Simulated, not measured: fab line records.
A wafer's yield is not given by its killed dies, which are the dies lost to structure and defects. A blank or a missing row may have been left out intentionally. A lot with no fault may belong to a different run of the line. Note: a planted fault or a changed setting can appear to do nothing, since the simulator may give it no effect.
2 desks looking at one fault :: flow sky130 :: only its own numbers are on each desk; what lay behind them is given at the end

METROLOGY DESK
Means of the sampled wafers that have a number, per lot and without regard to the tool the lot ran on: this is what the gauges read. Marked OUT: a lot whose mean sits more than 4 standard deviations from the usual mean, which makes it out of limits; the brackets give that distance.
Columns: A = POLY_GATE_CVD_00_THK at SKY_POLY_GATE_THK_MEAS_01, usual 180.4 nm; B = POLY_GATE_TW at SKY_RES_PROTECT_TW_MEAS_08, usual 4028; C = POLY_GATE_OXIDATION_THK at SKY_POLY_GATE_THK_MEAS_21, usual 4.01 nm
lot: L158
first seen here: day 13 21:22
A: 180.9
B: 3999
C: 3.96

lot: L159
first seen here: day 14 03:18
A: 181.7
B: 4048
C: 3.91

lot: L160
first seen here: day 14 11:07
A: 178.5
B: 3988
C: 3.94

lot: L161
first seen here: day 15 03:22
A: 181.7
B: 3992
C: 3.89

lot: L162
first seen here: day 15 06:17
A: 181.8
B: 4042
C: 3.90

lot: L163
first seen here: day 15 16:38
A: 181.4
B: 4029
C: 4.02

lot: L164
first seen here: day 16 05:52
A: 179.5
B: 4068
C: 4.01

lot: L165
first seen here: day 16 15:41
A: 181.9
B: 4076
C: 4.03

lot: L171
first seen here: day 20 06:11
A: 180.3
B: 4014
C: 4.18

lot: L173
first seen here: day 21 03:26
A: 181.0
B: 4053
C: 4.05

lot: L174
first seen here: day 21 04:38
A: 182.6
B: 4026
C: 4.04

lot: L176
first seen here: day 21 20:19
A: 179.5
B: 4029
C: 4.14

lot: L180
first seen here: day 22 20:03
A: 181.0
B: 4015
C: 4.08

lot: L179
first seen here: day 23 00:22
A: 181.1
B: 4017
C: 4.17
This desk's verdict: no lot among the 14 shows anything out of limits.

THE TOOL OWNER'S DESK: litho-track-04
The tool's own readings at SKY_LDD_P_COAT_02 (resist thk 1140 nm): means of the sampled wafers that have a number, for each lot that ran on this tool. Marked OUT: a lot whose mean sits more than 4 standard deviations from the usual mean, which makes it out of limits; the brackets give that distance.
Columns: A = dispense-pressure-kPa at SKY_LDD_P_COAT_02, usual 47.3 kPa; B = spin-speed-rpm at SKY_LDD_P_COAT_02, usual 3000.0 rpm
lot: L160
first seen here: day 18 18:05
A: 45.3
B: 3000.0

lot: L161
first seen here: day 19 16:17
A: 45.3
B: 2998.1

lot: L162
first seen here: day 19 17:34
A: 45.3
B: 3033.3 (+18) OUT

lot: L165
first seen here: day 21 08:59
A: 45.3
B: 3034.9 (+18) OUT

lot: L171
first seen here: day 24 23:53
A: 45.3
B: 2998.0

lot: L173
first seen here: day 25 15:41
A: 45.2
B: 3000.4

lot: L179
first seen here: day 27 12:50
A: 45.3
B: 3001.8
This desk's finding: out of limits on L162, L165; first on L162, day 19 17:34 (spin-speed-rpm at SKY_LDD_P_COAT_02). Within limits: L160, L161, L171, L173, L179.

BROUGHT TOGETHER
The tool owner's desk could have raised an alarm at day 19 17:34, on L162, L165.
At the metrology desk, nothing out of limits was observed.
The metrology desk has L162, L165 on record, within its limits.
On litho-track-04, each named lot ran SKY_LDD_P_COAT_02.

WHAT HAD BEEN PUT IN BY THE SIMULATOR
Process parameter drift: litho-track-04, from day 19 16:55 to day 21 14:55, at SKY_LDD_P_COAT_02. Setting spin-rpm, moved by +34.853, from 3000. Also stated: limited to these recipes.
Shown lots that were struck: L162, L165.
Delay in hours, fault start to first out-of-limits reading, by desk: the tool owner's desk at 1.
